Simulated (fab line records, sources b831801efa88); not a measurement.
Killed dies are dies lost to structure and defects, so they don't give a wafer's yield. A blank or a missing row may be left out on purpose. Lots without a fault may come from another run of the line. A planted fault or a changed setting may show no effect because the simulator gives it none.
Tool commonality check | flow gf180mcu | 12 lots, 36 wafers sampled

WHY IT WAS OPENED
At GF_VT_IMPLANT_RS_MEAS_48 the reading LVPWELL_RS is flagged on 2 of 12 lots. Wafers without a fault read 1195.9 ohm/sq, standard deviation 2.8.
Rule: a lot is flagged when every wafer of it that has a number lies more than 4 standard deviations from that mean, or none has a number. The other lots count as sound.

lot  | measured     | on            | LVPWELL_RS (ohm/sq), wafer by wafer | flag
L583 | day 7 15:05  | film_metro-03 | 1191.0 1192.0 1191.5                |
L584 | day 7 19:53  | film_metro-03 | 1195.5 1194.5 1196.9                |
L585 | day 8 07:26  | film_metro-04 | 1200.4 1199.1 1201.4                |
L589 | day 9 10:08  | film_metro-02 | 1199.9 1198.2 1200.5                |
L591 | day 9 22:38  | film_metro-03 | 1196.7 1194.3 1195.4                |
L592 | day 10 02:59 | film_metro-04 | 1140.5 1137.7 1139.2                | FLAGGED
L595 | day 11 02:08 | film_metro-02 | 1135.0 1137.4 1137.1                | FLAGGED
L598 | day 11 21:07 | film_metro-03 | 1197.7 1197.0 1198.1                |
L601 | day 12 14:09 | film_metro-02 | 1197.8 1190.2 1195.6                |
L602 | day 12 23:22 | film_metro-02 | 1192.1 1190.2 1192.8                |
L603 | day 13 08:09 | film_metro-03 | 1198.1 1197.3 1196.2                |
L604 | day 13 14:22 | film_metro-04 | 1199.0 1198.0 1198.5                |
The numbers of the flagged lots are 1137.8 ohm/sq on average: -58.1 ohm/sq against the usual, or -21 standard deviations.

WHICH TOOL RAN EACH LOT
The record holds 2 process steps before the reading, out of a route of 602 steps. In each cell: the tool, then ch and the chambers that the sampled wafers went through, then the start.
lot  | flag    | GF_LVPWELL_IMPLANT_09          | GF_VT_IMPLANT_RTA_45
L583 |         | implanter-03 ch 0, day 3 21:31 | rtp_anneal-01 ch 0, day 7 14:45
L584 |         | implanter-01 ch 0, day 4 01:37 | rtp_anneal-01 ch 0, day 7 19:33
L585 |         | implanter-01 ch 0, day 4 11:10 | rtp_anneal-01 ch 0, day 8 07:05
L589 |         | implanter-03 ch 0, day 5 09:23 | rtp_anneal-02 ch 0, day 9 09:47
L591 |         | implanter-02 ch 0, day 5 20:17 | rtp_anneal-01 ch 0, day 9 22:17
L592 | FLAGGED | implanter-01 ch 0, day 5 22:26 | rtp_anneal-02 ch 0, day 10 02:38
L595 | FLAGGED | implanter-01 ch 0, day 6 18:29 | rtp_anneal-02 ch 0, day 11 01:48
L598 |         | implanter-03 ch 0, day 7 10:32 | rtp_anneal-02 ch 0, day 11 20:47
L601 |         | implanter-02 ch 0, day 8 01:43 | rtp_anneal-02 ch 0, day 12 13:49
L602 |         | implanter-02 ch 0, day 8 07:50 | rtp_anneal-02 ch 0, day 12 23:02
L603 |         | implanter-02 ch 0, day 8 15:10 | rtp_anneal-02 ch 0, day 13 07:49
L604 |         | implanter-02 ch 0, day 8 20:47 | rtp_anneal-02 ch 0, day 13 14:02
What these steps do:
- GF_LVPWELL_IMPLANT_09
- GF_VT_IMPLANT_RTA_45: time 30 s.
- GF_VT_IMPLANT_RS_MEAS_48: measures by four-point-probe.

FLAGGED OVER TOTAL, TOOL BY TOOL (the gauges that took the reading come last)
step                     | tool          | lots run | flagged | share of the flagged lots | sound lots run after its first flagged lot
GF_LVPWELL_IMPLANT_09    | implanter-01  | 4        | 2       | all                       | 0
GF_LVPWELL_IMPLANT_09    | implanter-02  | 5        | 0       | none                      | -
GF_LVPWELL_IMPLANT_09    | implanter-03  | 3        | 0       | none                      | -
GF_VT_IMPLANT_RTA_45     | rtp_anneal-01 | 4        | 0       | none                      | -
GF_VT_IMPLANT_RTA_45     | rtp_anneal-02 | 8        | 2       | all                       | 5 (L598,L601,L602,L603,L604)
GF_VT_IMPLANT_RS_MEAS_48 | film_metro-02 | 4        | 1       | some                      | 2 (L601,L602)
GF_VT_IMPLANT_RS_MEAS_48 | film_metro-03 | 5        | 0       | none                      | -
GF_VT_IMPLANT_RS_MEAS_48 | film_metro-04 | 3        | 1       | some                      | 1 (L604)

WHAT THE TABLE ALLOWS
2 rows of the table ran every flagged lot: implanter-01 at GF_LVPWELL_IMPLANT_09, rtp_anneal-02 at GF_VT_IMPLANT_RTA_45.
- implanter-01 at GF_LVPWELL_IMPLANT_09: 2 of its 4 lots flagged. Its last sound lot is L585 (day 4 11:10), its first flagged lot L592 (day 5 22:26): a fault that began between those two fits. Its own readings lie more than 4 standard deviations out on every wafer of the flagged lots: beam_on_s, faraday_current_uA.
- rtp_anneal-02 at GF_VT_IMPLANT_RTA_45: 2 of its 8 lots flagged. Sound lots ran on it after the first flagged one (L598, L601, L602, L603, L604), which a lasting fault on the whole tool wouldn't allow.
One tool is left: implanter-01 at GF_LVPWELL_IMPLANT_09.

WHAT THE SIMULATOR HAD PUT IN
Process parameter drift: implanter-01, from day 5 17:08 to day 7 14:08, at GF_LVPWELL_IMPLANT_09. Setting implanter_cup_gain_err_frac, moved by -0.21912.
Lots struck among those shown: L592, L595. The rule above found the same.
